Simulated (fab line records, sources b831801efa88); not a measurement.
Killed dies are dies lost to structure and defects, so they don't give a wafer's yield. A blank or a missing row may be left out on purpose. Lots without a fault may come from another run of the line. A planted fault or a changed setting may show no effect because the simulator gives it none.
A struck lot beside a sound one | flow sfq_line | 41 steps out of a route of 325
Sound: wafers L433.3, L433.4, L433.5. Struck: wafers L442.3, L442.4, L442.5. The cause comes at the end.
At each step with rows: each side's tool, then ch and its chambers, then its first start. Under that, the readings that differ: sound wafers | struck wafers | difference of the means | sigmas: that difference in standard deviations of wafers without a fault.
alike: readings whose means differ by less than 2 such deviations, and words and numbers that are the same on both sides. not compared: withheld readings, readings that some wafer has no value for, bounds like >300 that may hide the same value, and numbers for which the record gives no deviation and whose values overlap.
The two part at a step that has a row with sigmas, a row that says differs or no value, or rows on one side only. Numbers that don't overlap but have no deviation are shown without sigmas and don't part them. A reading that every wafer of one side lacks parts them only if that side has two wafers or more.

first, 3 steps without rows for these wafers: SFQ_TRILAYER_R5_LITHO_EXPOSE_137 (exposes mask R5, target cd 500 nm); SFQ_TRILAYER_R5_LITHO_PEB_139 (peb time 60 s); SFQ_TRILAYER_R5_LITHO_DEVELOP_138 (time 60 s).
SFQ_R5_OVL_MEAS_935:
  sound on overlay-01, day 62 16:10; struck on overlay-01, day 65 16:17
  alike: R5_OVL
SFQ_TRILAYER_R5_BARC_OPEN_METAL_ETCH_177: etches BARC in O2, target depth 125 nm, time 41.7 s.
  sound on rie_metal-03 ch 0,1, day 62 16:12; struck on rie_metal-03 ch 0,1, day 65 16:20
  alike: drypump_motor_current_A, oes_product_au
  not compared: rf_hours_counter_h
SFQ_TRILAYER_R5_ETCH_METAL_ETCH_139: etches the open film in Cl2, stops on SiO2, target depth 60 nm, time 40 s.
  sound on rie_metal-03 ch 0,1, day 62 16:16; struck on rie_metal-03 ch 0,1, day 65 16:23
  alike: drypump_motor_current_A, oes_product_au
  not compared: rf_hours_counter_h
then, 2 steps without rows for these wafers: SFQ_TRILAYER_R5_STRIP_STRIP_140 (strips in O2); SFQ_TRILAYER_R5_STRIP_SOLV_CLEAN_141 (cleans in NMP, time 600 s).
SFQ_TRILAYER_A5C_DEP_PECVD_142: deposits SiO2 from SiH4/N2O, time 15.556 s, target thk 70 nm.
  sound on pecvd-02 ch 0,1,2, day 62 17:05; struck on pecvd-04 ch 1,2, day 65 17:12
  alike: heater_power_w, throttle_valve_pct
then, 3 steps without rows for these wafers: SFQ_TRILAYER_I5_LITHO_COAT_149 (resist thk 62 nm); SFQ_TRILAYER_I5_LITHO_COAT_144 (resist thk 650 nm); SFQ_TRILAYER_I5_LITHO_SOFTBAKE_148.
-- the record jumps here: 6 days lie between the struck wafers' starts before and after --
SFQ_TRILAYER_I5_LITHO_EXPOSE_145: exposes mask I5, target cd 700 nm.
  sound on krf_scanner-02 ch 0, day 68 05:34; struck on krf_scanner-02 ch 0, day 71 13:30
  reading                    | sound                | struck            | difference | sigmas
  model.I5.overlay_x_nm (nm) | -7.317 -7.317 -7.317 | 151.4 151.4 151.4 | +158.7     |
  alike: mask
then, 2 steps without rows for these wafers: SFQ_TRILAYER_I5_LITHO_PEB_147 (peb time 60 s); SFQ_TRILAYER_I5_LITHO_DEVELOP_146 (time 60 s).
SFQ_I5_OVL_MEAS_936:
  sound on overlay-02, day 68 06:41; struck on overlay-01, day 71 14:49
  reading     | sound    | struck      | difference | sigmas
  I5_OVL (nm) | -3 -4 -1 | 143 144 148 | +148       | +30
  not compared: hold
then, 9 steps without rows for these wafers: SFQ_TRILAYER_I5_ETCH_VIA_ETCH_147 (etches the open film in CHF3, stops on Nb, target depth 360 nm); SFQ_TRILAYER_I5_STRIP_STRIP_148 (strips in O2); SFQ_TRILAYER_I5_STRIP_SOLV_CLEAN_149 (cleans in NMP, time 600 s); SFQ_TRILAYER_C5_LITHO_COAT_156 (resist thk 62 nm); SFQ_TRILAYER_C5_LITHO_COAT_151 (resist thk 650 nm); SFQ_TRILAYER_C5_LITHO_SOFTBAKE_155; SFQ_TRILAYER_C5_LITHO_EXPOSE_152 (exposes mask C5, target cd 500 nm); SFQ_TRILAYER_C5_LITHO_PEB_154 (peb time 60 s); SFQ_TRILAYER_C5_LITHO_DEVELOP_153 (time 60 s).
-- the record jumps here: 4 days lie between the struck wafers' starts before and after --
SFQ_C5_OVL_MEAS_937:
  sound on overlay-02, day 69 20:29; struck on overlay-01, day 75 18:06
  alike: C5_OVL
then, 2 steps without rows for these wafers: SFQ_TRILAYER_C5_BARC_OPEN_VIA_ETCH_210 (etches BARC in O2, target depth 125 nm, time 41.7 s); SFQ_TRILAYER_C5_ETCH_VIA_ETCH_154 (etches SiO2 in CHF3, stops on Nb, target depth 84 nm).
SFQ_TRILAYER_C5_STRIP_STRIP_155: strips in O2.
  sound on rie_metal-04 ch 0,1, day 69 20:48; struck on rie_metal-01 ch 0,1, day 75 18:25
  alike: drypump_motor_current_A, oes_product_au
  not compared: rf_hours_counter_h
then, 2 steps without rows for these wafers: SFQ_TRILAYER_C5_STRIP_SOLV_CLEAN_156 (cleans in NMP, time 600 s); SFQ_TRILAYER_M6_DEP_PRE_CLEAN_158 (time 22.5 s).
SFQ_TRILAYER_M6_DEP_SPUTTER_157: material Nb, target thk 200 nm, time 133.3 s.
  sound on pvd_sputter-04, day 69 21:24; struck on pvd_sputter-05, day 75 19:01
  alike: throttle_valve_pct
SFQ_M6_RS_MEAS_938: measures by four-point-probe.
  sound on film_metro-03, day 69 21:32; struck on film_metro-01, day 75 19:09
  alike: M6_NB_RS
then, 6 steps without rows for these wafers: SFQ_TRILAYER_M6_LITHO_COAT_164 (resist thk 62 nm); SFQ_TRILAYER_M6_LITHO_COAT_159 (resist thk 600 nm); SFQ_TRILAYER_M6_LITHO_SOFTBAKE_163; SFQ_TRILAYER_M6_LITHO_EXPOSE_160 (exposes mask M6, target cd 500 nm); SFQ_TRILAYER_M6_LITHO_PEB_162 (peb time 60 s); SFQ_TRILAYER_M6_LITHO_DEVELOP_161 (time 60 s).
SFQ_M6_OVL_MEAS_940:
  sound on overlay-01, day 73 08:37; struck on overlay-01, day 75 21:33
  alike: M6_OVL
-- the record jumps here: 10 days lie between the struck wafers' starts before and after (it left off in module M6 and takes up again in module M8, whose first step shown is number 325 of the route) --
SFQ_M8_BOW_MEAS_951:
  sound on film_metro-02, day 83 04:26; struck on film_metro-01, day 85 14:34
  reading                 | sound             | struck            | difference | sigmas
  model.etest.i5.link_ohm | 2.255 2.261 2.255 | 2.318 2.331 2.326 | +0.068     |
  alike: M8_BOW

WHERE THEY PART
Only at SFQ_I5_OVL_MEAS_936, within this record. Later steps at which nothing parts them and some readings are alike: SFQ_C5_OVL_MEAS_937, SFQ_TRILAYER_C5_STRIP_STRIP_155, SFQ_TRILAYER_M6_DEP_SPUTTER_157, SFQ_M6_RS_MEAS_938, SFQ_M6_OVL_MEAS_940, SFQ_M8_BOW_MEAS_951.

WHY: what the simulator had put in
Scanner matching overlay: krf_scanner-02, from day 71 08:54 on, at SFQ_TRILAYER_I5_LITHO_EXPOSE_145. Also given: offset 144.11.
